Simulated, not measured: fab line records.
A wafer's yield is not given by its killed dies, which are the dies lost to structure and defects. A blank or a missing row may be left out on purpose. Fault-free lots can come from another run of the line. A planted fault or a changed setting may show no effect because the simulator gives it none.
fab line records / flow sky130
record lots=6 wafers=18 last-day=50
route steps=708 shown NWELL@63 PAD_OPEN@708
lots that met no fault: from a run of the same line without faults
start-h: the number of hours between the record's first day and the start of the first shown wafer of the lot / wait-h: time in hours since the lot's previous step / " the same as in the row above / L1.1+2: several wafers, shown together as one row / - either no value or no given start / * or withheld: withheld / < > ~ a bound
route shown NAME@n: names a module that has steps shown in the file, with the first one's number in the route / usual: mean and standard deviation over wafers with no fault / same: alike in all rows / chamber/n: place in a boat / sites: per-site readings / _std_site: standard deviation of those values / _edge_site: outer sites' mean less inner sites' / radius-mm: how far each site lies from the wafer's centre / mask NAME#n: copy n / behind: the last tool/chamber to shape the wafer / hold: cause of the lot's hold/its duration in hours/its outcome / device: transistor that didn't switch, given as n, p or np / end of line: at the end of the route, the tests of the same wafers / step lacking rows: just its recipe / killed: dies that structure and defects cost at the first sort, which is not the same as the wafer's yield / map: the dies of a wafer, with x for killed, . for not killed, _ for no die there
set.NAME: the run value of the setting; set.NAME@STEP: its run value at that earlier step / model.NAME: the simulator's own value behind a step, which no gauge read
lots seen at some steps along the route; tables by step, rows by wafer
services: when a tool's chamber went out of use (start-h, in hours from the record's first day, below 0 if earlier), for how many hours, and the reason
## steps
# step SKY_NWELL_OVL_MEAS_10
# usual NWELL_00_OVL=1.2/1.2
lot.wafer=L596.2 tool=overlay-01 chamber=- start-h=94.09 wait-h=- NWELL_00_OVL[nm]=1.4
lot.wafer=L596.3 tool=overlay-01 chamber=- start-h=94.09 wait-h=- NWELL_00_OVL[nm]=2.7
lot.wafer=L596.6 tool=overlay-01 chamber=- start-h=94.09 wait-h=- NWELL_00_OVL[nm]=1.9
lot.wafer=L599.1 tool=overlay-01 chamber=- start-h=103.12 wait-h=- NWELL_00_OVL[nm]=1.3
lot.wafer=L599.2 tool=overlay-01 chamber=- start-h=103.12 wait-h=- NWELL_00_OVL[nm]=2.6
lot.wafer=L599.6 tool=overlay-01 chamber=- start-h=103.12 wait-h=- NWELL_00_OVL[nm]=3.0
lot.wafer=L614.1 tool=overlay-02 chamber=- start-h=198.00 wait-h=- NWELL_00_OVL[nm]=1.1
lot.wafer=L614.2 tool=overlay-02 chamber=- start-h=198.00 wait-h=- NWELL_00_OVL[nm]=0.6
lot.wafer=L614.5 tool=overlay-02 chamber=- start-h=198.00 wait-h=- NWELL_00_OVL[nm]=0.9
lot.wafer=L615.1 tool=overlay-01 chamber=- start-h=203.82 wait-h=- NWELL_00_OVL[nm]=2.0
lot.wafer=L615.4 tool=overlay-01 chamber=- start-h=203.82 wait-h=- NWELL_00_OVL[nm]=1.4
lot.wafer=L615.6 tool=overlay-01 chamber=- start-h=203.82 wait-h=- NWELL_00_OVL[nm]=2.2
lot.wafer=L616.1 tool=overlay-02 chamber=- start-h=205.00 wait-h=- NWELL_00_OVL[nm]=2.6
lot.wafer=L616.4 tool=overlay-02 chamber=- start-h=205.00 wait-h=- NWELL_00_OVL[nm]=3.7
lot.wafer=L616.6 tool=overlay-02 chamber=- start-h=205.00 wait-h=- NWELL_00_OVL[nm]=0.8
lot.wafer=L617.2 tool=overlay-01 chamber=- start-h=211.19 wait-h=- NWELL_00_OVL[nm]=1.5
lot.wafer=L617.5 tool=overlay-01 chamber=- start-h=211.19 wait-h=- NWELL_00_OVL[nm]=1.3
lot.wafer=L617.6 tool=overlay-01 chamber=- start-h=211.19 wait-h=- NWELL_00_OVL[nm]=1.7
# step SKY_NWELL_IMPLANT_11
# recipe species=P energy-kev=400 dose-cm2=1.9e+13 tilt-deg=withheld
# step SKY_NWELL_IMPLANT_12
# recipe species=P energy-kev=120 dose-cm2=1.3e+12 tilt-deg=withheld
# step SKY_NWELL_IMPLANT_13
# recipe species=P energy-kev=50 dose-cm2=7e+11 tilt-deg=withheld
# step SKY_NWELL_STRIP_14
# recipe chemistry=O2/N2 power-w=1400 pressure-mtorr=1500 platen-temp-c=withheld o2-flow-sccm=3000 n2-flow-sccm=300 overash-fraction=0.5
# usual drypump-motor-current-A=5.5/0.48 oes-product-au=0.723/0.0044 strip-time-to-endpoint-s=36.93/0.12
lot.wafer=L596.2 tool=plasma-asher-01 chamber=0 start-h=94.57 wait-h=0.1 drypump-motor-current-A=5.9 oes-product-au=0.726 rf-hours-counter-h=42 strip-time-to-endpoint-s=36.94
lot.wafer=L596.3 tool=plasma-asher-01 chamber=0 start-h=94.57 wait-h=0.1 drypump-motor-current-A=5.8 oes-product-au=0.727 rf-hours-counter-h=- strip-time-to-endpoint-s=36.93
lot.wafer=L596.6 tool=plasma-asher-01 chamber=0 start-h=94.57 wait-h=0.1 drypump-motor-current-A=5.9 oes-product-au=0.720 rf-hours-counter-h=- strip-time-to-endpoint-s=36.87
lot.wafer=L599.1 tool=plasma-asher-03 chamber=1 start-h=103.60 wait-h=0.1 drypump-motor-current-A=5.3 oes-product-au=0.722 rf-hours-counter-h=42 strip-time-to-endpoint-s=36.79
lot.wafer=L599.2 tool=plasma-asher-03 chamber=0 start-h=103.60 wait-h=0.1 drypump-motor-current-A=5.2 oes-product-au=0.725 rf-hours-counter-h=42 strip-time-to-endpoint-s=36.76
lot.wafer=L599.6 tool=plasma-asher-03 chamber=0 start-h=103.60 wait-h=0.1 drypump-motor-current-A=5.2 oes-product-au=0.728 rf-hours-counter-h=- strip-time-to-endpoint-s=36.72
lot.wafer=L614.1 tool=plasma-asher-01 chamber=0 start-h=198.49 wait-h=0.1 drypump-motor-current-A=5.9 oes-product-au=0.725 rf-hours-counter-h=53 strip-time-to-endpoint-s=36.99
lot.wafer=L614.2 tool=plasma-asher-01 chamber=1 start-h=198.49 wait-h=0.1 drypump-motor-current-A=4.7 oes-product-au=0.719 rf-hours-counter-h=53 strip-time-to-endpoint-s=36.98
lot.wafer=L614.5 tool=plasma-asher-01 chamber=1 start-h=198.49 wait-h=0.1 drypump-motor-current-A=4.7 oes-product-au=0.726 rf-hours-counter-h=- strip-time-to-endpoint-s=36.97
lot.wafer=L615.1 tool=plasma-asher-03 chamber=0 start-h=204.30 wait-h=0.1 drypump-motor-current-A=5.2 oes-product-au=0.728 rf-hours-counter-h=51 strip-time-to-endpoint-s=36.66
lot.wafer=L615.4 tool=plasma-asher-03 chamber=0 start-h=204.30 wait-h=0.1 drypump-motor-current-A=5.2 oes-product-au=0.726 rf-hours-counter-h=- strip-time-to-endpoint-s=36.73
lot.wafer=L615.6 tool=plasma-asher-03 chamber=0 start-h=204.30 wait-h=0.1 drypump-motor-current-A=5.2 oes-product-au=0.725 rf-hours-counter-h=- strip-time-to-endpoint-s=36.69
lot.wafer=L616.1 tool=plasma-asher-02 chamber=1 start-h=205.49 wait-h=0.1 drypump-motor-current-A=5.8 oes-product-au=0.715 rf-hours-counter-h=39 strip-time-to-endpoint-s=36.94
lot.wafer=L616.4 tool=plasma-asher-02 chamber=0 start-h=205.49 wait-h=0.1 drypump-motor-current-A=6.1 oes-product-au=0.721 rf-hours-counter-h=- strip-time-to-endpoint-s=37.01
lot.wafer=L616.6 tool=plasma-asher-02 chamber=1 start-h=205.49 wait-h=0.1 drypump-motor-current-A=5.8 oes-product-au=0.724 rf-hours-counter-h=- strip-time-to-endpoint-s=36.94
lot.wafer=L617.2 tool=plasma-asher-03 chamber=0 start-h=211.67 wait-h=0.1 drypump-motor-current-A=5.2 oes-product-au=0.725 rf-hours-counter-h=52 strip-time-to-endpoint-s=37.12
lot.wafer=L617.5 tool=plasma-asher-03 chamber=0 start-h=211.67 wait-h=0.1 drypump-motor-current-A=5.2 oes-product-au=0.723 rf-hours-counter-h=- strip-time-to-endpoint-s=37.00
lot.wafer=L617.6 tool=plasma-asher-03 chamber=1 start-h=211.67 wait-h=0.1 drypump-motor-current-A=5.3 oes-product-au=0.719 rf-hours-counter-h=- strip-time-to-endpoint-s=36.89
# step SKY_NWELL_TW_MEAS_15
# usual NWELL_TW=1825/17
lot.wafer=L596.2 tool=film-metro-02 chamber=- start-h=94.68 wait-h=0.1 NWELL_TW=1832
lot.wafer=L596.3 tool=film-metro-02 chamber=- start-h=94.68 wait-h=0.1 NWELL_TW=1832
lot.wafer=L596.6 tool=film-metro-02 chamber=- start-h=94.68 wait-h=0.1 NWELL_TW=1842
lot.wafer=L599.1 tool=film-metro-02 chamber=- start-h=103.70 wait-h=0.1 NWELL_TW=1841
lot.wafer=L599.2 tool=film-metro-02 chamber=- start-h=103.70 wait-h=0.1 NWELL_TW=1826
lot.wafer=L599.6 tool=film-metro-02 chamber=- start-h=103.70 wait-h=0.1 NWELL_TW=1827
lot.wafer=L614.1 tool=film-metro-01 chamber=- start-h=198.59 wait-h=0.1 NWELL_TW=1800
lot.wafer=L614.2 tool=film-metro-01 chamber=- start-h=198.59 wait-h=0.1 NWELL_TW=1799
lot.wafer=L614.5 tool=film-metro-01 chamber=- start-h=198.59 wait-h=0.1 NWELL_TW=1804
lot.wafer=L615.1 tool=film-metro-01 chamber=- start-h=204.40 wait-h=0.1 NWELL_TW=1813
lot.wafer=L615.4 tool=film-metro-01 chamber=- start-h=204.40 wait-h=0.1 NWELL_TW=1812
lot.wafer=L615.6 tool=film-metro-01 chamber=- start-h=204.40 wait-h=0.1 NWELL_TW=1821
lot.wafer=L616.1 tool=film-metro-01 chamber=- start-h=205.59 wait-h=0.1 NWELL_TW=1806
lot.wafer=L616.4 tool=film-metro-01 chamber=- start-h=205.59 wait-h=0.1 NWELL_TW=1800
lot.wafer=L616.6 tool=film-metro-01 chamber=- start-h=205.59 wait-h=0.1 NWELL_TW=1806
lot.wafer=L617.2 tool=film-metro-01 chamber=- start-h=211.78 wait-h=0.1 NWELL_TW=1817
lot.wafer=L617.5 tool=film-metro-01 chamber=- start-h=211.78 wait-h=0.1 NWELL_TW=1819
lot.wafer=L617.6 tool=film-metro-01 chamber=- start-h=211.78 wait-h=0.1 NWELL_TW=1808
# step SKY_NWELL_DEHYDRATE_16
# recipe temp-c=200 time-s=60
# step SKY_NWELL_HMDS_17
# recipe prime-time-s=60 prime-temp-c=120
# step SKY_NWELL_COAT_18
# recipe spin-rpm=2000 resist-thk-nm=3000
# step SKY_NWELL_SOFTBAKE_19
# recipe temp-c=110 time-s=withheld
# step SKY_NWELL_EXPOSE_20
# recipe mask-id=NWM_COMPLEMENT na=0.6 source-shape=conventional sigma-outer=0.6 polarization=unpolarized target-cd-nm=840 dose-mj=260
# step SKY_NWELL_PEB_21
# recipe temp-c=115 time-s=withheld
# step SKY_NWELL_DEVELOP_22
# recipe wall-angle-deg=90 developer=TMAH develop-time-s=60 dev-temp-c=23
# usual developer-temp-C=23.01/0.12
lot.wafer=L596.2 tool=litho-track-02 chamber=0 start-h=110 wait-h=- developer-temp-C=22.90
lot.wafer=L596.3 tool=litho-track-02 chamber=0 start-h=110 wait-h=- developer-temp-C=23.05
lot.wafer=L596.6 tool=litho-track-02 chamber=0 start-h=111 wait-h=- developer-temp-C=22.93
lot.wafer=L599.1 tool=litho-track-04 chamber=0 start-h=120 wait-h=- developer-temp-C=23.22
lot.wafer=L599.2 tool=litho-track-04 chamber=0 start-h=120 wait-h=- developer-temp-C=23.13
lot.wafer=L599.6 tool=litho-track-04 chamber=0 start-h=120 wait-h=- developer-temp-C=23.14
lot.wafer=L614.1 tool=litho-track-02 chamber=0 start-h=220 wait-h=- developer-temp-C=25.46
lot.wafer=L614.2 tool=litho-track-02 chamber=0 start-h=220 wait-h=- developer-temp-C=25.41
lot.wafer=L614.5 tool=litho-track-02 chamber=0 start-h=220 wait-h=- developer-temp-C=25.42
lot.wafer=L615.1 tool=litho-track-04 chamber=0 start-h=226 wait-h=- developer-temp-C=23.01
lot.wafer=L615.4 tool=litho-track-04 chamber=0 start-h=226 wait-h=- developer-temp-C=22.82
lot.wafer=L615.6 tool=litho-track-04 chamber=0 start-h=226 wait-h=- developer-temp-C=22.86
lot.wafer=L616.1 tool=litho-track-02 chamber=0 start-h=228 wait-h=- developer-temp-C=25.23
lot.wafer=L616.4 tool=litho-track-02 chamber=0 start-h=228 wait-h=- developer-temp-C=25.33
lot.wafer=L616.6 tool=litho-track-02 chamber=0 start-h=228 wait-h=- developer-temp-C=25.37
lot.wafer=L617.2 tool=litho-track-04 chamber=0 start-h=234 wait-h=- developer-temp-C=22.96
lot.wafer=L617.5 tool=litho-track-04 chamber=0 start-h=234 wait-h=- developer-temp-C=23.00
lot.wafer=L617.6 tool=litho-track-04 chamber=0 start-h=234 wait-h=- developer-temp-C=23.16
# step SKY_NWELL_OVL_MEAS_23
# usual NWELL_01_OVL=0.2/1.7
lot.wafer=L596.2 tool=overlay-02 chamber=- start-h=111.09 wait-h=- NWELL_01_OVL[nm]=0.5
lot.wafer=L596.3 tool=overlay-02 chamber=- start-h=111.09 wait-h=- NWELL_01_OVL[nm]=0.2
lot.wafer=L596.6 tool=overlay-02 chamber=- start-h=111.09 wait-h=- NWELL_01_OVL[nm]=1.7
lot.wafer=L599.1 tool=overlay-02 chamber=- start-h=120.92 wait-h=- NWELL_01_OVL[nm]=0.7
lot.wafer=L599.2 tool=overlay-02 chamber=- start-h=120.92 wait-h=- NWELL_01_OVL[nm]=0.1
lot.wafer=L599.6 tool=overlay-02 chamber=- start-h=120.92 wait-h=- NWELL_01_OVL[nm]=-2.0
lot.wafer=L614.1 tool=overlay-02 chamber=- start-h=220.98 wait-h=- NWELL_01_OVL[nm]=-1.8
lot.wafer=L614.2 tool=overlay-02 chamber=- start-h=220.98 wait-h=- NWELL_01_OVL[nm]=-3.7
lot.wafer=L614.5 tool=overlay-02 chamber=- start-h=220.98 wait-h=- NWELL_01_OVL[nm]=-1.8
lot.wafer=L615.1 tool=overlay-01 chamber=- start-h=227.02 wait-h=- NWELL_01_OVL[nm]=2.9
lot.wafer=L615.4 tool=overlay-01 chamber=- start-h=227.02 wait-h=- NWELL_01_OVL[nm]=2.7
lot.wafer=L615.6 tool=overlay-01 chamber=- start-h=227.02 wait-h=- NWELL_01_OVL[nm]=2.1
lot.wafer=L616.1 tool=overlay-01 chamber=- start-h=228.28 wait-h=- NWELL_01_OVL[nm]=-0.1
lot.wafer=L616.4 tool=overlay-01 chamber=- start-h=228.28 wait-h=- NWELL_01_OVL[nm]=0.4
lot.wafer=L616.6 tool=overlay-01 chamber=- start-h=228.28 wait-h=- NWELL_01_OVL[nm]=1.0
lot.wafer=L617.2 tool=overlay-02 chamber=- start-h=234.72 wait-h=- NWELL_01_OVL[nm]=0.0
lot.wafer=L617.5 tool=overlay-02 chamber=- start-h=234.72 wait-h=- NWELL_01_OVL[nm]=2.6
lot.wafer=L617.6 tool=overlay-02 chamber=- start-h=234.72 wait-h=- NWELL_01_OVL[nm]=-0.5
# step SKY_PAD_OPEN_PROBE_99
# usual killed_at_M0_to_M3=43/7.2 killed_at_M4_up=3.1/1.8 killed-at-contacts=24/5.4 killed-at-front-end=15/4.4 killed-at-other=0.4/0.56 killed-dies=86/9.3 killed-open=47/6.9 killed-short=39/6.6
# same gross-dies=492 killed-at-back-side=0
lot.wafer=L596.2 tool=prober-01 chamber=- start-h=1084.57 wait-h=0.1 killed_at_M0_to_M3=46 killed_at_M4_up=6 killed-at-contacts=17 killed-at-front-end=16 killed-at-other=1 killed-dies=86 killed-open=45 killed-short=41
lot.wafer=L596.3 tool=prober-01 chamber=- start-h=1084.62 wait-h=0.2 killed_at_M0_to_M3=44 killed_at_M4_up=5 killed-at-contacts=25 killed-at-front-end=14 killed-at-other=0 killed-dies=88 killed-open=34 killed-short=54
lot.wafer=L596.6 tool=prober-01 chamber=- start-h=1084.77 wait-h=0.2 killed_at_M0_to_M3=58 killed_at_M4_up=1 killed-at-contacts=25 killed-at-front-end=11 killed-at-other=0 killed-dies=95 killed-open=54 killed-short=41
lot.wafer=L599.1 tool=prober-01 chamber=- start-h=1095.32 wait-h=0.1 killed_at_M0_to_M3=33 killed_at_M4_up=3 killed-at-contacts=30 killed-at-front-end=19 killed-at-other=0 killed-dies=85 killed-open=54 killed-short=31
lot.wafer=L599.2 tool=prober-01 chamber=- start-h=1095.37 wait-h=0.1 killed_at_M0_to_M3=35 killed_at_M4_up=7 killed-at-contacts=31 killed-at-front-end=19 killed-at-other=0 killed-dies=92 killed-open=46 killed-short=46
lot.wafer=L599.6 tool=prober-01 chamber=- start-h=1095.57 wait-h=0.2 killed_at_M0_to_M3=48 killed_at_M4_up=3 killed-at-contacts=32 killed-at-front-end=19 killed-at-other=0 killed-dies=102 killed-open=54 killed-short=48
lot.wafer=L614.1 tool=prober-02 chamber=- start-h=1184.29 wait-h=0.1 killed_at_M0_to_M3=42 killed_at_M4_up=2 killed-at-contacts=25 killed-at-front-end=15 killed-at-other=1 killed-dies=85 killed-open=50 killed-short=35
lot.wafer=L614.2 tool=prober-02 chamber=- start-h=1184.34 wait-h=0.1 killed_at_M0_to_M3=39 killed_at_M4_up=2 killed-at-contacts=24 killed-at-front-end=15 killed-at-other=0 killed-dies=80 killed-open=43 killed-short=37
lot.wafer=L614.5 tool=prober-02 chamber=- start-h=1184.49 wait-h=0.2 killed_at_M0_to_M3=48 killed_at_M4_up=5 killed-at-contacts=29 killed-at-front-end=13 killed-at-other=0 killed-dies=95 killed-open=53 killed-short=42
lot.wafer=L615.1 tool=prober-01 chamber=- start-h=1184.60 wait-h=0.1 killed_at_M0_to_M3=41 killed_at_M4_up=3 killed-at-contacts=20 killed-at-front-end=10 killed-at-other=0 killed-dies=74 killed-open=36 killed-short=38
lot.wafer=L615.4 tool=prober-01 chamber=- start-h=1184.75 wait-h=0.2 killed_at_M0_to_M3=46 killed_at_M4_up=2 killed-at-contacts=21 killed-at-front-end=12 killed-at-other=1 killed-dies=82 killed-open=48 killed-short=34
lot.wafer=L615.6 tool=prober-01 chamber=- start-h=1184.85 wait-h=0.2 killed_at_M0_to_M3=36 killed_at_M4_up=3 killed-at-contacts=28 killed-at-front-end=14 killed-at-other=1 killed-dies=82 killed-open=52 killed-short=30
# killed by level:class
L596.2 VIA1:geometric-particle:open=9 VIA3:geometric-particle:open=8 CONTACT:geometric-particle:open=6 VIA2:geometric-particle:open=6 VIA1:geometric-particle:short=5 VIA3:geometric-particle:short=5 FIELD_ISO:geometric-particle:short=4 POLY_GATE:geometric-particle:open=4
L596.3 POLY_GATE:geometric-particle:short=9 CONTACT:geometric-particle:open=9 VIA1:geometric-particle:short=9 LI_CONTACT:geometric-particle:open=6 METAL3:geometric-particle:short=6 VIA1:geometric-particle:open=6 CONTACT:geometric-particle:short=5 VIA3:geometric-particle:open=5
L596.6 CONTACT:geometric-particle:open=10 VIA3:geometric-particle:open=10 VIA2:geometric-particle:open=9 METAL1:geometric-particle:short=8 VIA1:geometric-particle:open=8 LI_CONTACT:geometric-particle:open=7 VIA1:geometric-particle:short=7 VIA3:geometric-particle:short=6
L599.1 VIA1:geometric-particle:open=13 CONTACT:geometric-particle:open=11 FIELD_ISO:geometric-particle:open=7 LI_CONTACT:geometric-particle:open=7 CONTACT:geometric-particle:short=6 LOCAL_INTERCONNECT:geometric-particle:short=5 VIA3:geometric-particle:open=4 VIA2:geometric-particle:open=4
L599.2 VIA1:geometric-particle:open=11 POLY_GATE:geometric-particle:open=8 LOCAL_INTERCONNECT:geometric-particle:short=8 CONTACT:geometric-particle:short=7 LI_CONTACT:geometric-particle:open=7 CONTACT:geometric-particle:open=5 VIA1:geometric-particle:short=5 METAL4:geometric-particle:short=5
L599.6 LI_CONTACT:geometric-particle:open=10 VIA1:geometric-particle:open=10 CONTACT:geometric-particle:open=10 VIA2:geometric-particle:open=8 METAL1:geometric-particle:short=7 LOCAL_INTERCONNECT:geometric-particle:short=6 POLY_GATE:geometric-particle:short=5 POLY_GATE:geometric-particle:open=5
L614.1 VIA1:geometric-particle:open=15 CONTACT:geometric-particle:open=9 LOCAL_INTERCONNECT:geometric-particle:short=7 VIA2:geometric-particle:open=5 METAL3:geometric-particle:short=5 LI_CONTACT:geometric-particle:open=4 VIA1:geometric-particle:short=4 METAL2:geometric-particle:short=4
L614.2 VIA1:geometric-particle:open=10 LI_CONTACT:geometric-particle:open=8 VIA1:geometric-particle:short=8 CONTACT:geometric-particle:open=7 CONTACT:geometric-particle:short=4 POLY_GATE:geometric-particle:short=4 LI_CONTACT:geometric-particle:short=4 METAL1:geometric-particle:short=4
L614.5 VIA3:geometric-particle:open=10 VIA1:geometric-particle:open=10 CONTACT:geometric-particle:short=9 CONTACT:geometric-particle:open=9 VIA1:geometric-particle:short=5 VIA2:geometric-particle:open=5 LOCAL_INTERCONNECT:geometric-particle:short=4 METAL1:geometric-particle:short=4
L615.1 VIA1:geometric-particle:open=10 LI_CONTACT:geometric-particle:open=6 VIA3:geometric-particle:open=6 CONTACT:geometric-particle:open=5 METAL1:geometric-particle:short=5 METAL2:geometric-particle:short=5 FIELD_ISO:geometric-particle:short=4 CONTACT:geometric-particle:short=4
L615.4 VIA1:geometric-particle:open=8 VIA2:geometric-particle:open=8 VIA3:geometric-particle:open=6 CONTACT:geometric-particle:open=6 METAL2:geometric-particle:short=6 VIA2:geometric-particle:short=6 LOCAL_INTERCONNECT:geometric-particle:short=5 LI_CONTACT:geometric-particle:open=5
L615.6 VIA1:geometric-particle:open=11 LI_CONTACT:geometric-particle:open=10 CONTACT:geometric-particle:open=9 METAL2:geometric-particle:short=6 POLY_GATE:geometric-particle:open=4 LI_CONTACT:geometric-particle:short=4 FIELD_ISO:geometric-particle:open=3 LOCAL_INTERCONNECT:geometric-particle:short=3
## services
tool=plasma-asher-03 chamber=- start-h=133.71 hours=0.7 kind=repair
## key
first-sign step=SKY_NWELL_DEVELOP_22 reading=developer-temp-C direction=up sigmas=20 usual=* struck=*
effect none on later readings
met-at SKY_NWELL_DEVELOP_22
struck-wafers L614.1,L614.2,L614.5,L616.1,L616.4,L616.6
tester-left-out L614,L616
onset-between 110 220
fault kind=process-parameter-drift tool=litho-track-02 chamber=- onset-h=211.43 steps=SKY_NWELL_DEVELOP_22 channel=dev-temp-c offset=* shape=step end-h=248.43 acts-in=* stated=*
# tester-left-out: of these lots the tester's yield and bins aren't shown, on N5 and GAA mostly nor the transistor test; their killed dies are dies lost to structure and defects alone, not to doping, threshold or leakage, so they don't give the yield
